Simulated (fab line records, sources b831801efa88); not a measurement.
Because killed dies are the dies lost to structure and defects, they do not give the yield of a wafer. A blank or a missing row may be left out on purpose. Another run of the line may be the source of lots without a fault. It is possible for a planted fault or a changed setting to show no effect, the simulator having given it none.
Which tool did it? | flow sky130 | 11 lots with 33 wafers sampled at 5 steps, on a route of 708 steps

== WHAT THE GAUGES READ, wafer by wafer ==
SKY_CONTACT_THK_MEAS_01. Usual: CONTACT_CVD_00_THK 74.7 nm, standard deviation 1.2.
lot  | measured     | on            | CONTACT_CVD_00_THK (nm) | flag
L556 | day 30 10:40 | film-metro-04 | 74.4 75.4 75.5          |
L557 | day 30 14:59 | film-metro-04 | 74.3 75.3 75.6          |
L558 | day 30 20:36 | film-metro-02 | 75.8 73.0 74.8          |
L559 | day 31 08:59 | film-metro-01 | 74.7 72.1 73.6          |
L568 | day 34 09:49 | film-metro-01 | 74.1 74.0 76.7          |
L572 | day 35 06:53 | film-metro-02 | 73.4 72.9 74.5          |
L575 | day 36 10:13 | film-metro-04 | 73.4 74.6 74.8          |
L576 | day 36 15:17 | film-metro-04 | 74.5 73.1 76.2          |
L577 | day 37 06:04 | film-metro-04 | 73.2 73.2 74.9          |
L578 | day 37 08:29 | film-metro-01 | 73.8 76.0 76.2          |
L579 | day 38 19:36 | film-metro-02 | 74.1 75.8 74.4          |

SKY_VIA3_BOW_MEAS_03. Usual: VIA3_BOW 81 um, standard deviation 7.5.
lot  | measured     | on            | VIA3_BOW (um)  | flag
L556 | day 38 14:11 | film-metro-03 | 85 84 87       |
L557 | day 38 17:43 | film-metro-02 | 74 86 78       |
L558 | day 39 00:09 | film-metro-02 | 81 69 67       |
L559 | day 39 10:36 | film-metro-01 | 79 67 58 - - - |
L568 | day 42 05:19 | film-metro-03 | 82 84 89       |
L572 | day 43 00:26 | film-metro-03 | 84 85 94       |
L575 | day 44 00:13 | film-metro-01 | 77 76 88       |
L576 | day 44 04:13 | film-metro-03 | 76 76 87       |
L577 | day 44 17:14 | film-metro-02 | 74 74 75       |
L578 | day 44 18:03 | film-metro-03 | 75 88 76       |
L579 | day 46 00:37 | film-metro-03 | 67 73 75       |

== EACH LOT AND THE TOOL THAT RAN IT (in order: tool; ch and the chambers of the sampled wafers; start) ==
lot  | SKY_CONTACT_CVD_00              | SKY_METAL1_SPUTTER_04        | SKY_VIA3_CMP_02
L556 | pecvd-02 ch 0,2, day 30 10:36   | pvd-sputter-03, day 31 16:01 | cmp-02 ch 2,3, day 38 13:50
L557 | pecvd-04 ch 0,2, day 30 14:58   | pvd-sputter-03, day 31 19:58 | cmp-02 ch 1,2,3, day 38 17:25
L558 | pecvd-04 ch 0,2, day 30 20:34   | pvd-sputter-01, day 32 03:10 | cmp-01 ch 1,3, day 38 23:54
L559 | pecvd-03 ch 0,2, day 31 08:58   | pvd-sputter-03, day 32 13:08 | cmp-02 ch 1,3, day 39 10:18
L568 | pecvd-02 ch 0,2, day 34 09:46   | pvd-sputter-01, day 35 14:26 | cmp-01 ch 1,2, day 42 05:01
L572 | pecvd-02 ch 0,1,2, day 35 06:52 | pvd-sputter-03, day 36 10:34 | cmp-02 ch 0,2,3, day 43 00:08
L575 | pecvd-03 ch 1,2, day 36 10:11   | pvd-sputter-01, day 37 14:35 | cmp-02 ch 0,2,3, day 43 23:58
L576 | pecvd-04 ch 0,1,2, day 36 15:16 | pvd-sputter-03, day 37 19:13 | cmp-02 ch 0,1,3, day 44 03:58
L577 | pecvd-04 ch 0,2, day 37 06:01   | pvd-sputter-01, day 38 09:43 | cmp-01 ch 1,2, day 44 16:55
L578 | pecvd-03 ch 0,2, day 37 08:26   | pvd-sputter-03, day 38 11:55 | cmp-02 ch 0,3, day 44 17:44
L579 | pecvd-02 ch 0,2, day 38 19:33   | pvd-sputter-01, day 39 22:39 | cmp-02 ch 0,3, day 46 00:19
- SKY_CONTACT_CVD_00: deposits Si3N4, target thk 75 nm.
- SKY_METAL1_SPUTTER_04: material TiN, target thk 70 nm, time 58.3 s.
- SKY_VIA3_CMP_02: polishes SiO2.

== AS READ BY THE TOOLS THEMSELVES (means over the sampled wafers that have a number; for cases with no such wafer, the mark the record gives instead) ==
SKY_CONTACT_CVD_00. Usual: 703 W for heater-power-w, sd 83.
lot  | tool     | heater-power-w (W) | flag
L556 | pecvd-02 | 771                |
L557 | pecvd-04 | 740                |
L558 | pecvd-04 | 671                |
L559 | pecvd-03 | 581                |
L568 | pecvd-02 | 683                |
L572 | pecvd-02 | 725                |
L575 | pecvd-03 | 679                |
L576 | pecvd-04 | 707                |
L577 | pecvd-04 | 729                |
L578 | pecvd-03 | 636                |
L579 | pecvd-02 | 699                |

SKY_METAL1_SPUTTER_04. Usual: 30.2 % for throttle-valve-pct, sd 1.
lot  | tool           | throttle-valve-pct (%) | flag
L556 | pvd-sputter-03 | 30.2                   |
L557 | pvd-sputter-03 | 30.6                   |
L558 | pvd-sputter-01 | 31.2                   |
L559 | pvd-sputter-03 | 29.4                   |
L568 | pvd-sputter-01 | 30.5                   |
L572 | pvd-sputter-03 | 30.0                   |
L575 | pvd-sputter-01 | 30.5                   |
L576 | pvd-sputter-03 | 30.4                   |
L577 | pvd-sputter-01 | 31.2                   |
L578 | pvd-sputter-03 | 29.5                   |
L579 | pvd-sputter-01 | 30.7                   |

SKY_VIA3_CMP_02. Usual: 11.9 A for motor-current-A, sd 0.86.
lot  | tool   | motor-current-A (A) | flag
L556 | cmp-02 | 11.9                |
L557 | cmp-02 | 11.7                |
L558 | cmp-01 | 12.0                |
L559 | cmp-02 | 11.8                |
L568 | cmp-01 | 13.5                |
L572 | cmp-02 | 11.8                |
L575 | cmp-02 | 11.9                |
L576 | cmp-02 | 11.5                |
L577 | cmp-01 | 13.3                |
L578 | cmp-02 | 11.2                |
L579 | cmp-02 | 11.6                |

== THE ANSWER, worked out from the rows above alone ==
Rule: a lot is off if the mean of its wafers that have a number lies more than 3 standard deviations from the usual mean. A lot without any number at a reading at which 4 lots or more have one is off too. Where the step has rows for the other lots, those lots are counted as sound. The gauges are gone through in route order, then the tools' own readings, and for those a lot's mean is taken as printed above. The first step at which some lot is off is used, and at that step the reading that is off furthest; a lot without a number counts as furthest.
None of the lots is off at any reading shown; this tells nothing.

== WHAT WAS PUT IN BY THE SIMULATOR ==
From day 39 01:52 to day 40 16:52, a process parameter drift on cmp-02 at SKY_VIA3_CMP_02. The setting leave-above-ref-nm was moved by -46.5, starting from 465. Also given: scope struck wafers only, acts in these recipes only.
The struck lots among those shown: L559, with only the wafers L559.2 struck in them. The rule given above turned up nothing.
